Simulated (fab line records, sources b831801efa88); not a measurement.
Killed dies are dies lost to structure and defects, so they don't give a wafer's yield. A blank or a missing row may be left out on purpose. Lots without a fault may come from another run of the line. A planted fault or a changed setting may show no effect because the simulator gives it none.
Split-lot experiment | flow sky130 | 5 lots, 23 wafers read, on a route of 708 steps

THE SPLIT
At SKY_PASSIVATION_DEVELOP_10 (develop time 60 s), the setting develop_time_s was moved away from the recipe's 60 s on 8 of the 23 wafers read, by -11.6% to +13.4%. The other wafers ran this setting at the recipe's value.

The file shows no step between the split and the reading.

THE READING
PASSIVATION.cd_nm (the simulator's own value, which no gauge read), in nm, at SKY_PASSIVATION_ETCH_11 (etches the open film in CF4/O2, stops on AlCu, target depth 725 nm, time 161.1 s). The file gives no usual value for it. The 15 wafers here that ran the recipe average 2992 nm, standard deviation 6.8 nm.

wafer  | tool, chamber at the split | develop_time_s as run, s | against the recipe | PASSIVATION.cd_nm, nm | against lot-mates on the recipe
L076.1 | litho_track-03, 0          | 60                       | recipe             | 2993                  | -
L076.2 | litho_track-03, 0          | 60                       | recipe             | 2992                  | -
L076.3 | litho_track-03, 0          | 68.02                    | +13.4%             | 3006                  | +14
L076.4 | litho_track-03, 0          | 68.02                    | +13.4%             | 3011                  | +18
L076.5 | litho_track-03, 0          | 68.02                    | +13.4%             | 3010                  | +18
L078.2 | litho_track-03, 0          | 60                       | recipe             | 2995                  | -
L078.5 | litho_track-03, 0          | 60                       | recipe             | 3003                  | -
L078.6 | litho_track-03, 0          | 60                       | recipe             | 2991                  | -
L079.2 | litho_track-01, 0          | 60                       | recipe             | 2980                  | -
L079.3 | litho_track-01, 0          | 65.66                    | +9.4%              | 2994                  | +10
L079.4 | litho_track-01, 0          | 65.66                    | +9.4%              | 2994                  | +10
L079.6 | litho_track-01, 0          | 65.66                    | +9.4%              | 2994                  | +10
L079.5 | litho_track-01, 0          | 60                       | recipe             | 2987                  | -
L080.1 | litho_track-01, 0          | 60                       | recipe             | 2987                  | -
L080.2 | litho_track-01, 0          | 60                       | recipe             | 2984                  | -
L080.3 | litho_track-01, 0          | 60                       | recipe             | 2980                  | -
L080.4 | litho_track-01, 0          | 53.04                    | -11.6%             | 2966                  | -18
L080.5 | litho_track-01, 0          | 53.04                    | -11.6%             | 2962                  | -22
L085.1 | litho_track-03, 0          | 60                       | recipe             | 2996                  | -
L085.2 | litho_track-03, 0          | 60                       | recipe             | 2992                  | -
L085.3 | litho_track-03, 0          | 60                       | recipe             | 2999                  | -
L085.5 | litho_track-03, 0          | 60                       | recipe             | 3001                  | -
L085.6 | litho_track-03, 0          | 60                       | recipe             | 2995                  | -

THE FIT
A straight line over all 23 wafers: PASSIVATION.cd_nm changes by +1.42 nm for each +1% of develop_time_s; r = +0.79; the points scatter about the line by 7.5 nm.
The same after taking each lot's own level away (the mean of its wafers on the recipe; 23 wafers): +1.36 nm for each +1%; r = +0.94; scatter 3.3 nm.
On that fit, the largest move of develop_time_s shifts the reading by 18 nm.
The lots' own levels span 2983.5 to 2996.6 nm, that is 1.9 times the standard deviation above.
So the lot-to-lot level blurs the effect unless lot-mates are compared.
Check: with one of the wafers moved furthest among these (+13.4%) left out of the fit, the line predicts +18.1 nm for it against its lot-mates. It came out at +13.5 nm against them.

OTHER SPLITS ON THESE WAFERS
These wafers also went through other splits before the reading. Each is held against what the fit with the lots' levels taken away leaves over:
other split on the same wafers  | wafers away from the commonest value | r with PASSIVATION.cd_nm (lot level and that fit taken away)
SKY_METAL5_METAL_ETCH_15 bias_w | 12                                   | +0.23

THE FILE'S OWN FIT
PASSIVATION.cd_nm changes by +1.35 nm for each +1% of develop_time_s, r = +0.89.
